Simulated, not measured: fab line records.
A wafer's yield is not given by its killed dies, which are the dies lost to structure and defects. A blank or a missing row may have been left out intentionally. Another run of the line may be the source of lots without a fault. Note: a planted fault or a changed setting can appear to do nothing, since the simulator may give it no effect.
fab line records | flow gf180mcu
record lots=15 | wafers=45 | last-day=34
route steps=602 shown HV_LDD@209 NSD@242 PSD@255
lots that met no fault: taken from a fault-free run of the same line
start-h: the number of hours between the record's first day and the start of the first shown wafer of the lot | wait-h: hours elapsed since this lot's preceding step | " repeats the value in the row above | L1.1+2: one row covering several wafers at once | - either no value or no given start | * or withheld: withheld | < > ~ a bound
route shown NAME@n: a module of which the file shows steps, and the number in the route of the first | usual: mean and standard deviation over wafers with no fault | same: alike in all rows | chamber/n: place in a boat | sites: each site's reading | _std_site: their standard deviation | _edge_site: mean of outer sites minus mean of inner sites | radius-mm: for every site, how far away it sits from the centre of the wafer | mask NAME#n: copy n | behind: tool/chamber where the wafer was last shaped | hold: the reason the lot was held/the length of the hold in hours/how it ended | device: the transistor (n, p or np) that didn't switch | end of line: the tests these same wafers got at the end of their route | where a step has no rows: the recipe by itself | killed: at the first sort, the dies lost to defects and structure; wafer yield is something else | map: a wafer's dies, marking killed ones x, the rest . and places with no die _
set.NAME: the setting the step ran with; set.NAME@STEP: the setting that earlier step ran with | model.NAME: the simulator's own value behind a step, which no gauge read
steps of the route over a sample of lots; a table a step, a row a wafer
services: when a tool's chamber went out of use (start-h, in hours from the record's first day, below 0 if earlier), for how many hours, and the reason
## steps
# step GF_HV_LDD_IMPLANT_33
# recipe species=P | energy-kev=60 | dose-cm2=7.5e+12 | tilt-deg=30 | rotation-deg=0
# usual beam-energy-keV=59.994/0.02 | beam-on-s=10.02/0.19 | implant-ion-amu=31/0
lot.wafer | tool         | chamber | start-h | wait-h | beam-energy-keV | beam-on-s | implant-ion-amu
L559.3    | implanter-03 | 0       | 251.61  | 0.1    | 59.991          | 10.51     | 31
L559.4    | "            | 0       | "       | "      | 60.005          | 10.09     | 31
L559.6    | "            | 0       | "       | "      | 60.016          | 10.10     | 31
L561.1    | implanter-03 | 0       | 264.50  | 0.0    | 59.954          | 9.97      | 31
L561.5    | "            | 0       | "       | "      | 59.974          | 10.22     | 31
L561.6    | "            | 0       | "       | "      | 60.007          | 9.95      | 31
L563.1    | implanter-04 | 0       | 285.61  | 0.0    | 59.996          | 10.09     | 31
L563.5    | "            | 0       | "       | "      | 59.981          | 10.18     | 31
L563.6    | "            | 0       | "       | "      | 60.013          | 10.04     | 31
L566.3    | implanter-03 | 0       | 311.16  | 0.1    | 59.955          | 9.99      | 31
L566.4    | "            | 0       | "       | "      | 59.970          | 10.08     | 31
L566.5    | "            | 0       | "       | "      | 59.970          | 10.31     | 31
L567.1    | implanter-04 | -       | 315.51  | 0.0    | -               | -         | -
L567.2    | "            | -       | "       | "      | -               | -         | -
L567.4    | "            | -       | "       | "      | -               | -         | -
L568.2    | implanter-04 | -       | 327.24  | 0.0    | -               | -         | -
L568.3    | "            | -       | "       | "      | -               | -         | -
L568.6    | "            | -       | "       | "      | -               | -         | -
L569.2    | implanter-03 | -       | 332.28  | 0.0    | -               | -         | -
L569.4    | "            | -       | "       | "      | -               | -         | -
L569.5    | "            | -       | "       | "      | -               | -         | -
L571.1    | implanter-03 | 0       | 346.56  | 0.0    | 59.980          | 9.90      | 31
L571.3    | "            | 0       | "       | "      | 59.972          | 10.26     | 31
L571.5    | "            | 0       | "       | "      | 60.016          | 10.00     | 31
L573.1    | implanter-03 | 0       | 362.36  | 0.0    | 60.034          | 9.83      | 31
L573.2    | "            | 0       | "       | "      | 60.004          | 10.03     | 31
L573.3    | "            | 0       | "       | "      | 60.027          | 9.96      | 31
L575.1    | implanter-04 | 0       | 376.04  | 0.0    | 59.995          | 9.88      | 31
L575.2    | "            | 0       | "       | "      | 60.006          | 10.22     | 31
L575.5    | "            | 0       | "       | "      | 60.020          | 10.01     | 31
L577.1    | implanter-03 | 0       | 397.46  | 0.0    | 59.987          | 10.07     | 31
L577.5    | "            | 0       | "       | "      | 59.973          | 10.30     | 31
L577.6    | "            | 0       | "       | "      | 59.966          | 9.92      | 31
L579.1    | implanter-02 | 0       | 409.46  | 0.0    | 59.994          | 9.74      | 31
L579.2    | "            | 0       | "       | "      | 59.985          | 10.00     | 31
L579.6    | "            | 0       | "       | "      | 59.978          | 9.81      | 31
L580.1    | implanter-03 | 0       | 416.85  | 0.0    | 59.973          | 10.28     | 31
L580.2    | "            | 0       | "       | "      | 59.987          | 9.89      | 31
L580.3    | "            | 0       | "       | "      | 59.998          | 10.23     | 31
L581.2    | implanter-03 | 0       | 422.28  | 0.0    | 59.978          | 10.08     | 31
L581.3    | "            | 0       | "       | "      | 59.982          | 10.30     | 31
L581.6    | "            | 0       | "       | "      | 60.000          | 10.10     | 31
L582.1    | implanter-04 | 0       | 442.56  | 0.0    | 59.981          | 9.91      | 31
L582.3    | "            | 0       | "       | "      | 59.974          | 10.12     | 31
L582.5    | "            | 0       | "       | "      | 59.978          | 9.77      | 31
# step GF_HV_LDD_TW_MEAS_38
# usual HV_LDD_3_TW=1434/9.7
lot.wafer | tool          | chamber | start-h | wait-h | hold                     | HV_LDD_3_TW
L559.3    | film-metro-01 | -       | 252.28  | 0.1    | -                        | 1426
L559.4    | "             | -       | "       | "      | -                        | 1424
L559.6    | "             | -       | "       | "      | -                        | 1416
L561.1    | film-metro-03 | -       | 265.20  | 0.1    | -                        | 1438
L561.5    | "             | -       | "       | "      | -                        | 1434
L561.6    | "             | -       | "       | "      | -                        | 1429
L563.1    | film-metro-03 | -       | 286.31  | 0.1    | -                        | 1431
L563.5    | "             | -       | "       | "      | -                        | 1427
L563.6    | "             | -       | "       | "      | -                        | 1422
L566.3    | film-metro-04 | -       | 311.83  | 0.1    | -                        | 1426
L566.4    | "             | -       | "       | "      | -                        | 1426
L566.5    | "             | -       | "       | "      | -                        | 1441
L567.1    | film-metro-04 | -       | 316.21  | 0.1    | await-dispo/0.2h/release | 1298
L567.2    | "             | -       | "       | "      | await-dispo/0.2h/release | 1297
L567.4    | "             | -       | "       | "      | await-dispo/0.2h/release | 1306
L567.1    | film-metro-04 | -       | 316.44  | 0.2    | -                        | 1297
L567.2    | "             | -       | "       | "      | -                        | 1301
L567.4    | "             | -       | "       | "      | -                        | 1308
L568.2    | film-metro-01 | -       | 327.92  | 0.1    | await-dispo/0.2h/release | 1308
L568.3    | "             | -       | "       | "      | await-dispo/0.2h/release | 1311
L568.6    | "             | -       | "       | "      | await-dispo/0.2h/release | 1305
L568.2    | film-metro-01 | -       | 328.21  | 0.3    | -                        | 1308
L568.3    | "             | -       | "       | "      | -                        | 1308
L568.6    | "             | -       | "       | "      | -                        | 1308
L569.2    | film-metro-03 | -       | 332.96  | 0.1    | await-dispo/0.2h/release | 1305
L569.4    | "             | -       | "       | "      | await-dispo/0.2h/release | 1309
L569.5    | "             | -       | "       | "      | await-dispo/0.2h/release | 1312
L569.2    | film-metro-03 | -       | 333.19  | 0.2    | -                        | 1317
L569.4    | "             | -       | "       | "      | -                        | 1314
L569.5    | "             | -       | "       | "      | -                        | 1312
L571.1    | film-metro-04 | -       | 347.26  | 0.1    | -                        | 1440
L571.3    | "             | -       | "       | "      | -                        | 1441
L571.5    | "             | -       | "       | "      | -                        | 1435
L573.1    | film-metro-03 | -       | 363.06  | 0.1    | -                        | 1441
L573.2    | "             | -       | "       | "      | -                        | 1443
L573.3    | "             | -       | "       | "      | -                        | 1434
L575.1    | film-metro-01 | -       | 376.74  | 0.1    | -                        | 1419
L575.2    | "             | -       | "       | "      | -                        | 1411
L575.5    | "             | -       | "       | "      | -                        | 1406
L577.1    | film-metro-03 | -       | 398.16  | 0.1    | -                        | 1448
L577.5    | "             | -       | "       | "      | -                        | 1446
L577.6    | "             | -       | "       | "      | -                        | 1442
L579.1    | film-metro-04 | -       | 410.16  | 0.1    | -                        | 1427
L579.2    | "             | -       | "       | "      | -                        | 1425
L579.6    | "             | -       | "       | "      | -                        | 1419
L580.1    | film-metro-03 | -       | 417.55  | 0.1    | -                        | 1445
L580.2    | "             | -       | "       | "      | -                        | 1445
L580.3    | "             | -       | "       | "      | -                        | 1444
L581.2    | film-metro-03 | -       | 423.00  | 0.1    | -                        | 1445
L581.3    | "             | -       | "       | "      | -                        | 1450
L581.6    | "             | -       | "       | "      | -                        | 1447
L582.1    | film-metro-01 | -       | 443.26  | 0.1    | -                        | 1422
L582.3    | "             | -       | "       | "      | -                        | 1427
L582.5    | "             | -       | "       | "      | -                        | 1422
# step GF_HV_LDD_OVL_MEAS_47
# usual HV_LDD_03_OVL=-0.4/1.3
lot.wafer | tool       | chamber | start-h | wait-h | HV_LDD_03_OVL[nm]
L559.3    | overlay-02 | -       | 270.74  | 0.1    | -0.9
L559.4    | "          | -       | "       | "      | -1.7
L559.6    | "          | -       | "       | "      | -1.0
L561.1    | overlay-01 | -       | 285.28  | 0.1    | 0.5
L561.5    | "          | -       | "       | "      | 2.7
L561.6    | "          | -       | "       | "      | 1.4
L563.1    | overlay-02 | -       | 306.27  | 0.1    | 0.4
L563.5    | "          | -       | "       | "      | -2.0
L563.6    | "          | -       | "       | "      | -1.1
L566.3    | overlay-01 | -       | 332.24  | 0.1    | 0.5
L566.4    | "          | -       | "       | "      | 0.2
L566.5    | "          | -       | "       | "      | 0.9
L567.1    | overlay-02 | -       | 336.93  | 0.1    | -0.5
L567.2    | "          | -       | "       | "      | 0.3
L567.4    | "          | -       | "       | "      | -1.5
L568.2    | overlay-01 | -       | 348.43  | 0.1    | 2.8
L568.3    | "          | -       | "       | "      | 1.8
L568.6    | "          | -       | "       | "      | 0.0
L569.2    | overlay-01 | -       | 354.88  | 0.1    | 0.6
L569.4    | "          | -       | "       | "      | 1.0
L569.5    | "          | -       | "       | "      | 0.5
L571.1    | overlay-01 | -       | 369.88  | 0.1    | -1.9
L571.3    | "          | -       | "       | "      | -0.3
L571.5    | "          | -       | "       | "      | -0.6
L573.1    | overlay-01 | -       | 385.83  | 0.1    | 1.4
L573.2    | "          | -       | "       | "      | 1.8
L573.3    | "          | -       | "       | "      | 1.5
L575.1    | overlay-02 | -       | 398.62  | 0.1    | -1.5
L575.2    | "          | -       | "       | "      | -2.0
L575.5    | "          | -       | "       | "      | -1.4
L577.1    | overlay-02 | -       | 421.02  | 0.1    | -0.6
L577.5    | "          | -       | "       | "      | -1.7
L577.6    | "          | -       | "       | "      | -2.7
L579.1    | overlay-02 | -       | 433.32  | 0.1    | 0.0
L579.2    | "          | -       | "       | "      | -0.6
L579.6    | "          | -       | "       | "      | -1.2
L580.1    | overlay-02 | -       | 440.32  | 0.1    | -0.5
L580.2    | "          | -       | "       | "      | -0.3
L580.3    | "          | -       | "       | "      | -2.3
L581.2    | overlay-02 | -       | 446.43  | 0.1    | -2.5
L581.3    | "          | -       | "       | "      | -3.0
L581.6    | "          | -       | "       | "      | -2.7
L582.1    | overlay-01 | -       | 467.52  | 0.1    | 0.6
L582.3    | "          | -       | "       | "      | -0.1
L582.5    | "          | -       | "       | "      | -0.3
# step GF_HV_LDD_RS_MEAS_53
# recipe thk-meas-gauge=four-point-probe
# usual HV_LDD_RS=418.1/0.99
lot.wafer | tool          | chamber | start-h | wait-h | hold                     | HV_LDD_RS[ohm/sq]
L559.3    | film-metro-04 | -       | 271.23  | 0.1    | -                        | 416.4
L559.4    | "             | -       | "       | "      | -                        | 416.8
L559.6    | "             | -       | "       | "      | -                        | 416.7
L561.1    | film-metro-03 | -       | 285.74  | 0.1    | -                        | 417.5
L561.5    | "             | -       | "       | "      | -                        | 418.1
L561.6    | "             | -       | "       | "      | -                        | 417.3
L563.1    | film-metro-03 | -       | 306.79  | 0.1    | -                        | 418.2
L563.5    | "             | -       | "       | "      | -                        | 418.2
L563.6    | "             | -       | "       | "      | -                        | 419.1
L566.3    | film-metro-01 | -       | 332.73  | 0.1    | -                        | 416.4
L566.4    | "             | -       | "       | "      | -                        | 417.4
L566.5    | "             | -       | "       | "      | -                        | 417.7
L567.1    | film-metro-03 | -       | 337.39  | 0.1    | await-dispo/0.2h/release | 440.1
L567.2    | "             | -       | "       | "      | await-dispo/0.2h/release | 439.5
L567.4    | "             | -       | "       | "      | await-dispo/0.2h/release | 440.9
L567.1    | film-metro-03 | -       | 337.68  | 0.3    | -                        | 440.4
L567.2    | "             | -       | "       | "      | -                        | 439.4
L567.4    | "             | -       | "       | "      | -                        | 440.0
L568.2    | film-metro-01 | -       | 348.91  | 0.1    | await-dispo/0.2h/release | 439.0
L568.3    | "             | -       | "       | "      | await-dispo/0.2h/release | 438.3
L568.6    | "             | -       | "       | "      | await-dispo/0.2h/release | 438.9
L568.2    | film-metro-01 | -       | 349.22  | 0.3    | -                        | 439.7
L568.3    | "             | -       | "       | "      | -                        | 437.5
L568.6    | "             | -       | "       | "      | -                        | 438.7
L569.2    | film-metro-04 | -       | 355.36  | 0.1    | await-dispo/0.2h/release | 440.1
L569.4    | "             | -       | "       | "      | await-dispo/0.2h/release | 440.4
L569.5    | "             | -       | "       | "      | await-dispo/0.2h/release | 439.3
L569.2    | film-metro-04 | -       | 355.64  | 0.3    | -                        | 439.6
L569.4    | "             | -       | "       | "      | -                        | 440.4
L569.5    | "             | -       | "       | "      | -                        | 439.4
L571.1    | film-metro-04 | -       | 370.34  | 0.1    | -                        | 419.0
L571.3    | "             | -       | "       | "      | -                        | 416.5
L571.5    | "             | -       | "       | "      | -                        | 417.4
L573.1    | film-metro-01 | -       | 386.36  | 0.1    | -                        | 416.6
L573.2    | "             | -       | "       | "      | -                        | 418.3
L573.3    | "             | -       | "       | "      | -                        | 417.8
L575.1    | film-metro-01 | -       | 399.09  | 0.1    | -                        | 417.5
L575.2    | "             | -       | "       | "      | -                        | 418.9
L575.5    | "             | -       | "       | "      | -                        | 419.3
L577.1    | film-metro-01 | -       | 421.49  | 0.1    | -                        | 417.5
L577.5    | "             | -       | "       | "      | -                        | 417.5
L577.6    | "             | -       | "       | "      | -                        | 416.8
L579.1    | film-metro-03 | -       | 433.78  | 0.1    | -                        | 416.3
L579.2    | "             | -       | "       | "      | -                        | 417.1
L579.6    | "             | -       | "       | "      | -                        | 417.0
L580.1    | film-metro-04 | -       | 440.79  | 0.1    | -                        | 417.7
L580.2    | "             | -       | "       | "      | -                        | 418.3
L580.3    | "             | -       | "       | "      | -                        | 418.3
L581.2    | film-metro-03 | -       | 446.91  | 0.1    | -                        | 418.6
L581.3    | "             | -       | "       | "      | -                        | 419.9
L581.6    | "             | -       | "       | "      | -                        | 419.0
L582.1    | film-metro-04 | -       | 467.99  | 0.1    | -                        | 419.0
L582.3    | "             | -       | "       | "      | -                        | 420.6
L582.5    | "             | -       | "       | "      | -                        | 420.3
# step GF_NSD_CD_MEAS_07
# recipe target-cd-nm=400
# usual cd-nm=399.6/1.8
lot.wafer | tool      | chamber | start-h | wait-h | cd-nm
L559.3    | cd-sem-01 | -       | 294.10  | 0.1    | 400.2
L559.4    | "         | -       | "       | "      | 398.6
L559.6    | "         | -       | "       | "      | 400.1
L561.1    | cd-sem-02 | -       | 309.51  | 0.1    | 398.9
L561.5    | "         | -       | "       | "      | 398.2
L561.6    | "         | -       | "       | "      | 400.0
L563.1    | cd-sem-01 | -       | 330.30  | 0.1    | 396.5
L563.5    | "         | -       | "       | "      | 399.5
L563.6    | "         | -       | "       | "      | 398.3
L566.3    | cd-sem-02 | -       | 356.95  | 0.1    | 400.4
L566.4    | "         | -       | "       | "      | 401.7
L566.5    | "         | -       | "       | "      | 400.8
L571.1    | cd-sem-02 | -       | 394.71  | 0.1    | 398.6
L571.3    | "         | -       | "       | "      | 398.5
L571.5    | "         | -       | "       | "      | 398.2
L573.1    | cd-sem-02 | -       | 412.05  | 0.1    | 397.4
L573.2    | "         | -       | "       | "      | 399.6
L573.3    | "         | -       | "       | "      | 399.3
L575.1    | cd-sem-02 | -       | 426.70  | 0.1    | 394.7
L575.2    | "         | -       | "       | "      | 398.0
L575.5    | "         | -       | "       | "      | 398.2
L577.1    | cd-sem-01 | -       | 447.46  | 0.1    | 400.0
L577.5    | "         | -       | "       | "      | 397.0
L577.6    | "         | -       | "       | "      | 400.6
L579.1    | cd-sem-01 | -       | 460.11  | 0.1    | 402.1
L579.2    | "         | -       | "       | "      | 401.2
L579.6    | "         | -       | "       | "      | 401.6
L580.1    | cd-sem-02 | -       | 467.41  | 0.1    | 399.9
L580.2    | "         | -       | "       | "      | 399.3
L580.3    | "         | -       | "       | "      | 397.6
L581.2    | cd-sem-01 | -       | 473.77  | 0.1    | 398.8
L581.3    | "         | -       | "       | "      | 399.3
L581.6    | "         | -       | "       | "      | 399.9
L582.1    | cd-sem-01 | -       | 494.84  | 0.1    | 403.9
L582.3    | "         | -       | "       | "      | 400.0
L582.5    | "         | -       | "       | "      | 401.0
# step GF_PSD_CD_MEAS_07
# recipe target-cd-nm=400
# usual cd-nm=400.4/2.8
lot.wafer | tool      | chamber | start-h | wait-h | cd-nm
L559.3    | cd-sem-01 | -       | 314.80  | 0.1    | 403.2
L559.4    | "         | -       | "       | "      | 402.5
L559.6    | "         | -       | "       | "      | 403.2
L561.1    | cd-sem-01 | -       | 330.61  | 0.1    | 398.5
L561.5    | "         | -       | "       | "      | 396.2
L561.6    | "         | -       | "       | "      | 396.8
L563.1    | cd-sem-01 | -       | 352.06  | 0.1    | 397.3
L563.5    | "         | -       | "       | "      | 399.0
L563.6    | "         | -       | "       | "      | 398.4
L566.3    | cd-sem-02 | -       | 379.95  | 0.1    | 404.1
L566.4    | "         | -       | "       | "      | 402.8
L566.5    | "         | -       | "       | "      | 403.1
L571.1    | cd-sem-02 | -       | 417.26  | 0.1    | 404.7
L571.3    | "         | -       | "       | "      | 403.6
L571.5    | "         | -       | "       | "      | 402.1
L573.1    | cd-sem-01 | -       | 435.91  | 0.1    | 398.5
L573.2    | "         | -       | "       | "      | 397.3
L573.3    | "         | -       | "       | "      | 397.1
L575.1    | cd-sem-02 | -       | 450.51  | 0.1    | 399.4
L575.2    | "         | -       | "       | "      | 402.2
L575.5    | "         | -       | "       | "      | 400.5
L577.1    | cd-sem-02 | -       | 472.11  | 0.1    | 399.3
L577.5    | "         | -       | "       | "      | 398.5
L577.6    | "         | -       | "       | "      | 399.3
L579.1    | cd-sem-02 | -       | 484.50  | 0.1    | 398.8
L579.2    | "         | -       | "       | "      | 398.1
L579.6    | "         | -       | "       | "      | 399.7
L580.1    | cd-sem-01 | -       | 491.05  | 0.1    | 402.2
L580.2    | "         | -       | "       | "      | 405.8
L580.3    | "         | -       | "       | "      | 404.2
L581.2    | cd-sem-02 | -       | 497.92  | 0.1    | 402.3
L581.3    | "         | -       | "       | "      | 397.9
L581.6    | "         | -       | "       | "      | 399.8
L582.1    | cd-sem-01 | -       | 518.71  | 0.1    | 406.0
L582.3    | "         | -       | "       | "      | 407.4
L582.5    | "         | -       | "       | "      | 405.6
## services
tool         | chamber | start-h | hours | kind
implanter-02 | -       | 243.25  | 17.5  | pm
implanter-03 | -       | 270.63  | 1.2   | repair
implanter-03 | -       | 284.03  | 0.6   | repair
implanter-04 | -       | 308.48  | 3.6   | repair
implanter-04 | -       | 390.72  | 7.5   | repair
implanter-04 | -       | 402.68  | 1.2   | repair
implanter-04 | -       | 406.93  | 22.0  | pm
implanter-03 | -       | 422.99  | 2.4   | repair
implanter-03 | -       | 437.47  | 1.9   | repair
## key
first-sign step=GF_HV_LDD_IMPLANT_33 | reading=tool-record | direction=missing
effect step=GF_HV_LDD_TW_MEAS_38 | reading=visit | direction=added
effect step=GF_HV_LDD_TW_MEAS_38 | reading=HV_LDD_3_TW | direction=down | sigmas=13 | usual=1434 | struck=1306
effect step=GF_HV_LDD_RS_MEAS_53 | reading=visit | direction=added
effect step=GF_HV_LDD_RS_MEAS_53 | reading=HV_LDD_RS | direction=up | sigmas=22 | usual=418.1 | struck=439.6
met-at GF_HV_LDD_IMPLANT_33
struck-lots L567,L568,L569
later-rows-left-out L567.1,L567.2,L567.4,L568.2,L568.3,L568.6,L569.2,L569.4,L569.5
sort-left-out L567.1,L567.2,L567.4,L568.2,L568.3,L568.6,L569.2,L569.4,L569.5
tester-left-out L567,L568,L569
not-acting-at GF_HV_LDD_OVL_MEAS_47,GF_NSD_CD_MEAS_07,GF_PSD_CD_MEAS_07
onset-between 311.16 315.51
fault kind=skipped-step-whole | tool=implanter-03,implanter-04 | chamber=- | onset-h=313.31 | steps=GF_HV_LDD_IMPLANT_33 | scope=struck-lots-only
# tester-left-out: of these lots the tester's yield and bins aren't shown, on N5 and GAA mostly nor the transistor test; their killed dies are dies lost to structure and defects alone, not to doping, threshold or leakage, so they don't give the yield
# sort-left-out: the simulated sort isn't trusted on such a fault, so these wafers' sort isn't shown, and their yield isn't known
# later-rows-left-out: the simulator's readings of these wafers behind a module that went badly wrong aren't trusted and aren't shown, but for the sort
